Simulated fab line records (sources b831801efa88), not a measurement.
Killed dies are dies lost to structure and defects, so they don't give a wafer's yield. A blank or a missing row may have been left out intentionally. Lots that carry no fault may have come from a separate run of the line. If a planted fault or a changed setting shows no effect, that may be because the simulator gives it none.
Which tool is to blame? | flow sky130 | Sampling: 11 lots, 33 wafers, 6 of 708 route steps

WHAT THE GAUGES SHOWED, per wafer
SKY_VIA3_BOW_MEAS_03.
lot  | measured     | on           | VIA3_BOW (um)
L292 | day 38 00:05 | filmMetro-04 | 71 76 71
L293 | day 38 13:59 | filmMetro-01 | 79 77 82
L294 | day 39 01:23 | filmMetro-01 | 85 70 72
L295 | day 39 03:38 | filmMetro-02 | 70 73 81
L298 | day 40 07:24 | filmMetro-04 | 68 82 77
L299 | day 40 14:28 | filmMetro-02 | 92 84 86
L300 | day 40 22:08 | filmMetro-02 | 85 86 80
L302 | day 41 22:08 | filmMetro-01 | 72 66 92
L309 | day 43 22:05 | filmMetro-02 | 90 90 83
L311 | day 44 03:10 | filmMetro-01 | 76 78 89
L313 | day 45 03:55 | filmMetro-02 | 71 60 62

SKY_VIA3_RS_MEAS_22: measures by four-point-probe.
lot  | measured     | on           | VIA3_W_RS (ohm/sq)
L292 | day 39 02:50 | filmMetro-04 | 0.300 0.300 0.297
L293 | day 39 16:13 | filmMetro-04 | 0.296 0.291 0.291
L294 | day 40 03:26 | filmMetro-04 | 0.297 0.298 0.294
L295 | day 40 05:13 | filmMetro-02 | 0.293 0.292 0.292
L298 | day 41 08:39 | filmMetro-01 | 0.292 0.297 0.295
L299 | day 41 15:55 | filmMetro-04 | 0.295 0.296 0.294
L300 | day 41 23:46 | filmMetro-04 | 0.295 0.293 0.297
L302 | day 42 21:49 | filmMetro-04 | 0.290 0.291 0.290
L309 | day 44 21:06 | filmMetro-02 | 0.295 0.299 0.297
L311 | day 45 02:04 | filmMetro-04 | 0.296 0.299 0.302
L313 | day 46 01:56 | filmMetro-04 | 0.298 0.294 0.291

SKY_CAP2M_RS_MEAS_03: measures by four-point-probe.
lot  | measured     | on           | CAP2M_TIN_RS (ohm/sq)
L292 | day 39 03:39 | filmMetro-03 | 6.80 6.89 6.81
L293 | day 39 17:10 | filmMetro-04 | 6.80 6.76 6.83
L294 | day 40 04:16 | filmMetro-01 | 6.90 6.92 6.98
L295 | day 40 06:02 | filmMetro-04 | 6.99 7.00 7.01
L298 | day 41 09:28 | filmMetro-01 | 6.82 6.95 6.92
L299 | day 41 16:46 | filmMetro-01 | 6.84 6.94 6.97
L300 | day 42 00:37 | filmMetro-01 | 6.88 7.08 6.99
L302 | day 42 22:39 | filmMetro-03 | 6.91 6.88 6.92
L309 | day 44 22:02 | filmMetro-01 | 4.85 4.85 4.85
L311 | day 45 03:20 | filmMetro-04 | 4.75 4.85 4.86
L313 | day 46 03:11 | filmMetro-04 | 4.81 4.75 4.76

SKY_CAP2M_THK_MEAS_04: measures by xrf.
lot  | measured     | on           | CAP2M_TIN_THK (nm)
L292 | day 39 03:46 | filmMetro-03 | 206.2 203.2 205.2
L293 | day 39 17:16 | filmMetro-04 | 205.4 207.1 205.6
L294 | day 40 04:23 | filmMetro-01 | 202.9 201.8 201.1
L295 | day 40 06:08 | filmMetro-04 | 201.7 202.1 201.9
L298 | day 41 09:35 | filmMetro-01 | 203.8 201.3 201.5
L299 | day 41 16:52 | filmMetro-01 | 204.7 201.3 199.8
L300 | day 42 00:44 | filmMetro-01 | 201.7 196.3 198.8
L302 | day 42 22:46 | filmMetro-03 | 202.6 201.9 201.1
L309 | day 44 22:09 | filmMetro-01 | 285.2 285.7 285.7
L311 | day 45 03:26 | filmMetro-04 | 296.4 291.3 289.2
L313 | day 46 03:17 | filmMetro-04 | 292.3 297.0 295.7

WHICH TOOL RAN EACH LOT (tool, then ch and the chambers of the sampled wafers, then the start)
lot  | SKY_VIA3_CVD_21              | SKY_CAP2M_SPUTTER_02
L292 | cvdW-02 ch 0,1, day 39 02:42 | pvdSputter-04, day 39 03:32
L293 | cvdW-01 ch 0,1, day 39 16:05 | pvdSputter-04, day 39 17:01
L294 | cvdW-01 ch 1, day 40 03:11   | pvdSputter-02, day 40 04:09
L295 | cvdW-01 ch 1, day 40 04:59   | pvdSputter-01, day 40 05:54
L298 | cvdW-01 ch 0,1, day 41 08:30 | pvdSputter-01, day 41 09:20
L299 | cvdW-02 ch 0,1, day 41 15:47 | pvdSputter-02, day 41 16:36
L300 | cvdW-02 ch 0,1, day 41 23:39 | pvdSputter-04, day 42 00:30
L302 | cvdW-01 ch 0,1, day 42 21:40 | pvdSputter-02, day 42 22:31
L309 | cvdW-01 ch 1, day 44 20:57   | pvdSputter-01, day 44 21:55
L311 | cvdW-01 ch 0,1, day 45 01:56 | pvdSputter-01, day 45 03:11
L313 | cvdW-02 ch 1, day 46 01:48   | pvdSputter-01, day 46 03:03
- SKY_VIA3_CVD_21: deposits W, target thk 390 nm, time 117.31 s.
- SKY_CAP2M_SPUTTER_02: material TiN, target thk 200 nm, time 166.7 s.

WHAT THE TOOLS THEMSELVES READ (means of the sampled wafers that have a number; where no wafer has one, the mark that the record gives instead)
SKY_VIA3_CVD_21.
lot  | tool    | chamberPressureTorr (Torr) | heaterPowerW (W)
L292 | cvdW-02 | 40.03                      | 887
L293 | cvdW-01 | 40.03                      | 820
L294 | cvdW-01 | 40.01                      | 1011
L295 | cvdW-01 | 40.03                      | 995
L298 | cvdW-01 | 40.03                      | 816
L299 | cvdW-02 | 39.90                      | 892
L300 | cvdW-02 | 39.91                      | 894
L302 | cvdW-01 | 39.97                      | 918
L309 | cvdW-01 | 39.97                      | 1009
L311 | cvdW-01 | 40.00                      | 825
L313 | cvdW-02 | 39.95                      | 926

SKY_CAP2M_SPUTTER_02.
lot  | tool          | throttleValvePct (%)
L292 | pvdSputter-04 | 29.1
L293 | pvdSputter-04 | 29.7
L294 | pvdSputter-02 | 30.8
L295 | pvdSputter-01 | 29.6
L298 | pvdSputter-01 | 30.2
L299 | pvdSputter-02 | 30.0
L300 | pvdSputter-04 | 29.9
L302 | pvdSputter-02 | 30.0
L309 | pvdSputter-01 | 30.0
L311 | pvdSputter-01 | 30.1
L313 | pvdSputter-01 | 31.0

THE ANSWER, worked out from the rows above alone
Rule: the lots themselves supply what counts as usual. The widest of any qualifying gaps counts: lots, ordered by their means at a reading, are off when they make up no more than a third of the lots, leave a main group of 4 or more, and stand apart from it by 3 or more times the standard deviation of that group's means. A main group whose means are all the same, to the digits that the tables above print for the reading, isn't used. Also off: a lot with no number at a reading for which 4 or more lots have one. Any other lot the step has rows for is counted as sound. The gauges are gone through in route order, then the tools' own readings, and for those a lot's mean is taken as printed above. At the first step where some lot is off, the reading lying furthest off is the one used; lots without a number count as furthest.
Off: at SKY_CAP2M_RS_MEAS_03 (CAP2M_TIN_RS), L309, L311, L313. The main group has a mean of 6.91 ohm/sq with a standard deviation of 0.064.
If a tool, at a process step before that reading, ran all the lots that are off and no sound lot after the first of them, it fits. Gauges at SKY_CAP2M_RS_MEAS_03: tried the same way as those tools. One candidate fits, namely pvdSputter-01 at SKY_CAP2M_SPUTTER_02. Its last sound lot is L298 (day 41 09:20), its first lot that is off L309 (day 44 21:55): a fault that began between those two fits.

WHAT THE SIMULATOR HAD INSERTED
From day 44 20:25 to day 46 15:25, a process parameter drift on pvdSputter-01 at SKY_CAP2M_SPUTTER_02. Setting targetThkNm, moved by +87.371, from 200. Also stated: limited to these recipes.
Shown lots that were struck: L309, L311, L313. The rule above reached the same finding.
